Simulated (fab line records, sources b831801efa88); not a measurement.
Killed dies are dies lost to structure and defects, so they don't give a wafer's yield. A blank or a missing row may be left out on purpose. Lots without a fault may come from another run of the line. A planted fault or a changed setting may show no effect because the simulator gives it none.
Split-lot experiment | flow sky130 | 5 lots, 23 wafers read, on a route of 708 steps

THE SPLIT
At SKY_LDD_LDN_COAT_02 (resist thk 1140 nm), the setting spin_rpm was moved away from the recipe's 3000 rpm on 8 of the 23 wafers read, by -6.6% to +4.2%. The other wafers ran this setting at the recipe's value.

The reading is taken at the split's own step.

THE READING
NOVOLAK_of_LDD_LDN_COAT_02.thk_nm (the simulator's own value, which no gauge read), in nm, at SKY_LDD_LDN_COAT_02 (resist thk 1140 nm). The file gives no usual value for it. The 15 wafers here that ran the recipe average 1142 nm, standard deviation 3.6 nm.

wafer  | tool, chamber at the split | spin_rpm as run, rpm | against the recipe | NOVOLAK_of_LDD_LDN_COAT_02.thk_nm, nm | against lot-mates on the recipe
L077.2 | litho_track-02, 0          | 3000                 | recipe             | 1144                                  | -
L077.3 | litho_track-02, 0          | 3000                 | recipe             | 1146                                  | -
L077.5 | litho_track-02, 0          | 3000                 | recipe             | 1148                                  | -
L080.1 | litho_track-03, 0          | 3000                 | recipe             | 1146                                  | -
L080.2 | litho_track-03, 0          | 3000                 | recipe             | 1147                                  | -
L080.3 | litho_track-03, 0          | 3000                 | recipe             | 1143                                  | -
L080.6 | litho_track-03, 0          | 3000                 | recipe             | 1143                                  | -
L080.5 | litho_track-03, 0          | 3000                 | recipe             | 1141                                  | -
L081.1 | litho_track-01, 0          | 3125                 | +4.2%              | 1118                                  | -18
L081.2 | litho_track-01, 0          | 3000                 | recipe             | 1138                                  | -
L081.3 | litho_track-01, 0          | 3125                 | +4.2%              | 1114                                  | -22
L081.4 | litho_track-01, 0          | 3125                 | +4.2%              | 1111                                  | -25
L081.5 | litho_track-01, 0          | 3000                 | recipe             | 1134                                  | -
L082.2 | litho_track-03, 0          | 2936                 | -2.1%              | 1155                                  | +14
L082.3 | litho_track-03, 0          | 2936                 | -2.1%              | 1152                                  | +11
L082.4 | litho_track-03, 0          | 3000                 | recipe             | 1141                                  | -
L082.5 | litho_track-03, 0          | 3000                 | recipe             | 1141                                  | -
L082.6 | litho_track-03, 0          | 3000                 | recipe             | 1142                                  | -
L084.1 | litho_track-03, 0          | 2801                 | -6.6%              | 1182                                  | +42
L084.2 | litho_track-03, 0          | 3000                 | recipe             | 1141                                  | -
L084.4 | litho_track-03, 0          | 2801                 | -6.6%              | 1179                                  | +40
L084.5 | litho_track-03, 0          | 2801                 | -6.6%              | 1181                                  | +42
L084.6 | litho_track-03, 0          | 3000                 | recipe             | 1138                                  | -

THE FIT
A straight line over all 23 wafers: NOVOLAK_of_LDD_LDN_COAT_02.thk_nm changes by -6.06 nm for each +1% of spin_rpm; r = -0.98; the points scatter about the line by 3.5 nm.
The same after taking each lot's own level away (the mean of its wafers on the recipe; 23 wafers): -5.87 nm for each +1%; r = -0.99; scatter 2.3 nm.
On that fit, the largest move of spin_rpm shifts the reading by 39 nm.
The lots' own levels span 1136.0 to 1146.0 nm, that is 2.7 times the standard deviation above.
So the lot-to-lot level changes the slope little: the two slopes agree.
Check: with one of the wafers moved furthest among these (-6.6%) left out of the fit, the line predicts +38.6 nm for it against its lot-mates. It came out at +42.5 nm against them.

THE WHOLE CHAIN: every reading that the file lists as answering this split, in the file's order
step                 | what it does       | reading                                                                            | change (the file's fit)              | r (the file's)
SKY_LDD_LDN_COAT_02  | resist thk 1140 nm | NOVOLAK_of_LDD_LDN_COAT_02.thk_nm (the simulator's own value, which no gauge read) | -5.92 nm for each +1% of the setting | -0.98
SKY_LDD_LDN_STRIP_12 | strips in O2/N2    | strip_time_to_endpoint_s                                                           | withheld for each +1% of the setting | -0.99

THE FILE'S OWN FIT
NOVOLAK_of_LDD_LDN_COAT_02.thk_nm changes by -5.92 nm for each +1% of spin_rpm, r = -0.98.
